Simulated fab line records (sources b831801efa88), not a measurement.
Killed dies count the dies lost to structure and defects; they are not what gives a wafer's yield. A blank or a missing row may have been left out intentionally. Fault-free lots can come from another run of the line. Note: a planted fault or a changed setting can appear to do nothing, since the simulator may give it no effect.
The tool behind it: which one?    flow gf180mcu    12 lots with 36 wafers sampled at 6 steps, on a route of 602 steps

WHAT EACH GAUGE READ, for each wafer
GF_POLY_GATE_OVL_MEAS_11.
lot   measured      on          POLY_GATE_OVL (nm)
L872  day 9 15:02   overlay-02  -11 -6 -4
L878  day 12 01:59  overlay-02  -1 -2 -6
L880  day 12 05:43  overlay-01  -2 -9 -7
L881  day 12 13:08  overlay-01  4 -5 -4
L882  day 12 15:15  overlay-01  -5 -6 -11
L883  day 12 21:52  overlay-02  -11 -10 -10
L886  day 13 21:47  overlay-02  -6 -2 -3
L889  day 14 17:20  overlay-01  -1 -10 -9
L890  day 15 05:47  overlay-01  -5 -2 -4
L891  day 15 05:44  overlay-02  3 -2 3
L893  day 16 00:14  overlay-01  -1 1 -8
L894  day 16 08:02  overlay-02  -12 -7 -14

GF_HV_LDD_TW_MEAS_38.
lot   measured      on             HV_LDD_3_TW
L872  day 12 02:20  film_metro-03  1424 1432 1430
L878  day 14 16:35  film_metro-02  1433 1425 1430
L880  day 14 21:38  film_metro-02  1421 1432 1426
L881  day 15 07:35  film_metro-01  1437 1428 1438
L882  day 15 09:42  film_metro-03  1426 1429 1427
L883  day 15 15:59  film_metro-03  1427 1429 1426
L886  day 16 21:59  film_metro-01  1432 1426 1434
L889  day 17 14:54  film_metro-02  1444 1438 1441
L890  day 18 07:49  film_metro-01  1460 1463 1459
L891  day 18 06:07  film_metro-02  1443 1446 1446
L893  day 19 02:29  film_metro-01  1432 1433 1431
L894  day 19 10:41  film_metro-03  1434 1427 1438

GF_HV_LDD_RS_MEAS_53: a four-point-probe measurement.
lot   measured      on             HV_LDD_RS (ohm/sq)
L872  day 12 22:01  film_metro-03  416.6 415.9 416.2
L878  day 15 14:49  film_metro-01  417.5 417.3 417.7
L880  day 15 20:27  film_metro-01  418.5 419.5 419.5
L881  day 16 05:49  film_metro-01  419.9 420.4 421.0
L882  day 16 08:35  film_metro-01  418.5 417.4 417.9
L883  day 16 14:18  film_metro-03  418.8 417.5 418.0
L886  day 17 22:16  film_metro-03  418.5 420.5 420.2
L889  day 18 15:45  film_metro-01  413.5 414.3 414.3
L890  day 19 09:27  film_metro-02  414.7 414.6 415.8
L891  day 19 06:06  film_metro-03  414.4 415.5 414.7
L893  day 20 04:00  film_metro-01  418.5 419.0 419.9
L894  day 20 11:46  film_metro-02  418.4 417.2 417.4

TOOL THAT RAN EACH LOT (tool first, then ch and the chambers of the sampled wafers, then the start)
lot   GF_VT_IMPLANT_RTA_45              GF_HV_LDD_IMPLANT_33             GF_HV_LDD_STRIP_49
L872  rtp_anneal-02 ch 0, day 7 22:52   implanter-03 ch 0, day 12 01:38  plasma_asher-02 ch 0,1, day 12 21:44
L878  rtp_anneal-01 ch 0, day 10 00:34  implanter-03 ch 0, day 14 15:53  plasma_asher-03 ch 0,1, day 15 14:32
L880  rtp_anneal-01 ch 0, day 10 06:42  implanter-02 ch 0, day 14 20:56  plasma_asher-01 ch 0,1, day 15 20:11
L881  rtp_anneal-01 ch 0, day 10 17:26  implanter-02 ch 0, day 15 06:54  plasma_asher-02 ch 0,1, day 16 05:31
L882  rtp_anneal-02 ch 0, day 10 18:14  implanter-02 ch 0, day 15 09:02  plasma_asher-02 ch 0,1, day 16 08:19
L883  rtp_anneal-02 ch 0, day 10 23:13  implanter-04 ch 0, day 15 15:17  plasma_asher-01 ch 0, day 16 14:02
L886  rtp_anneal-01 ch 0, day 11 23:10  implanter-02 ch 0, day 16 21:18  plasma_asher-02 ch 0,1, day 17 21:59
L889  rtp_anneal-01 ch 0, day 12 14:22  implanter-02 ch 0, day 17 14:10  plasma_asher-02 ch 0,1, day 18 15:28
L890  rtp_anneal-01 ch 0, day 13 04:34  implanter-02 ch 0, day 18 07:07  plasma_asher-02 ch 0,1, day 19 09:10
L891  rtp_anneal-02 ch 0, day 13 05:28  implanter-02 ch 0, day 18 05:25  plasma_asher-02 ch 0,1, day 19 05:50
L893  rtp_anneal-01 ch 0, day 13 18:10  implanter-03 ch 0, day 19 01:47  plasma_asher-02 ch 0,1, day 20 03:43
L894  rtp_anneal-02 ch 0, day 14 03:27  implanter-03 ch 0, day 19 10:00  plasma_asher-01 ch 0,1, day 20 11:28
- GF_VT_IMPLANT_RTA_45: time 30 s.
- GF_HV_LDD_IMPLANT_33
- GF_HV_LDD_STRIP_49: strips in O2/N2.

AS READ BY THE TOOLS THEMSELVES (means over the sampled wafers that have a number; for cases with no such wafer, the mark the record gives instead)
GF_VT_IMPLANT_RTA_45.
lot   tool           lamp_power_pct (%)  wafer_temp_C_max
L872  rtp_anneal-02  39.1                1053.2
L878  rtp_anneal-01  36.6                1053.3
L880  rtp_anneal-01  36.6                1054.5
L881  rtp_anneal-01  36.6                1054.0
L882  rtp_anneal-02  39.1                1053.3
L883  rtp_anneal-02  39.2                1053.8
L886  rtp_anneal-01  36.6                1054.0
L889  rtp_anneal-01  36.6                1054.2
L890  rtp_anneal-01  36.5                1054.8
L891  rtp_anneal-02  39.1                1053.5
L893  rtp_anneal-01  36.6                1054.6
L894  rtp_anneal-02  39.1                1053.0

GF_HV_LDD_IMPLANT_33.
lot   tool          dose_ions_cm2  faraday_current_uA
L872  implanter-03  7.497e+12      42.5
L878  implanter-03  7.501e+12      42.0
L880  implanter-02  7.506e+12      41.9
L881  implanter-02  7.502e+12      43.0
L882  implanter-02  7.502e+12      42.2
L883  implanter-04  7.509e+12      42.3
L886  implanter-02  7.497e+12      42.2
L889  implanter-02  9.043e+12      51.7
L890  implanter-02  9.050e+12      51.0
L891  implanter-02  9.038e+12      51.0
L893  implanter-03  7.503e+12      41.9
L894  implanter-03  7.502e+12      42.5

GF_HV_LDD_STRIP_49.
lot   tool             drypump_motor_current_A (A)  heater_power_w (W)  oes_product_au (a.u.)  platen_temp_c (C)  strip_time_to_endpoint_s (s)
L872  plasma_asher-02  6.0                          300                 0.714                  250.04             12.56
L878  plasma_asher-03  6.3                          326                 0.716                  249.98             12.64
L880  plasma_asher-01  6.1                          361                 0.712                  250.13             12.59
L881  plasma_asher-02  6.0                          293                 0.717                  250.07             12.68
L882  plasma_asher-02  6.3                          288                 0.712                  249.98             12.62
L883  plasma_asher-01  5.3                          331                 0.714                  250.09             12.59
L886  plasma_asher-02  6.0                          296                 0.714                  250.11             12.63
L889  plasma_asher-02  6.0                          295                 0.715                  250.07             12.64
L890  plasma_asher-02  6.0                          297                 0.714                  250.05             12.61
L891  plasma_asher-02  6.0                          299                 0.715                  249.93             12.67
L893  plasma_asher-02  6.0                          299                 0.711                  250.04             12.70
L894  plasma_asher-01  5.7                          342                 0.717                  249.95             12.64

THE ANSWER, worked out from the rows above alone
Rule: the lots themselves supply what counts as usual. Put in order of their means at a reading, lots are off if they are a third of the lots or fewer, leave a main group of 4 or more, and stand apart from it by a gap of 3 or more times the standard deviation of the main group's means; of several such gaps the widest counts. Not used: any main group whose means are identical at the precision the tables above print for the reading. A lot without any number at a reading at which 4 lots or more have one is off too. The other lots that the step has rows for count as sound. First the gauges in route order, then the tools' own readings, where a lot's mean is used as printed above. At the first step where some lot is off, the reading lying furthest off is the one used; lots without a number count as furthest.
Off: L889, L890, L891 (GF_HV_LDD_IMPLANT_33, dose_ions_cm2). The main group has a mean of 7.502e+12 with a standard deviation of 3.6e+09.
If a tool, at that step or one of the process steps before it, ran each lot that is off and ran no sound lot following the first of them, it fits. One candidate fits, namely implanter-02 at GF_HV_LDD_IMPLANT_33. A fault onset in the window from L886 (day 16 21:18, its last sound lot) to L889 (day 17 14:10, its first lot off) fits.
The tool's own readings at GF_HV_LDD_IMPLANT_33 bear it out: on the lots that are off they differ by more than 5 times the standard deviation of the sound lots' means. dose_ions_cm2 reads 9.044e+12 there against 7.502e+12 on the sound lots; faraday_current_uA reads 51.2 there against 42.3 on the sound lots.

WHAT THE SIMULATOR HAD INSERTED
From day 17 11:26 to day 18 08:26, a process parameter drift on implanter-02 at GF_HV_LDD_IMPLANT_33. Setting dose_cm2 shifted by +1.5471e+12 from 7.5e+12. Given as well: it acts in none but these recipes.
Lots struck among those shown: L889, L891, L890. The same result came from the rule above.
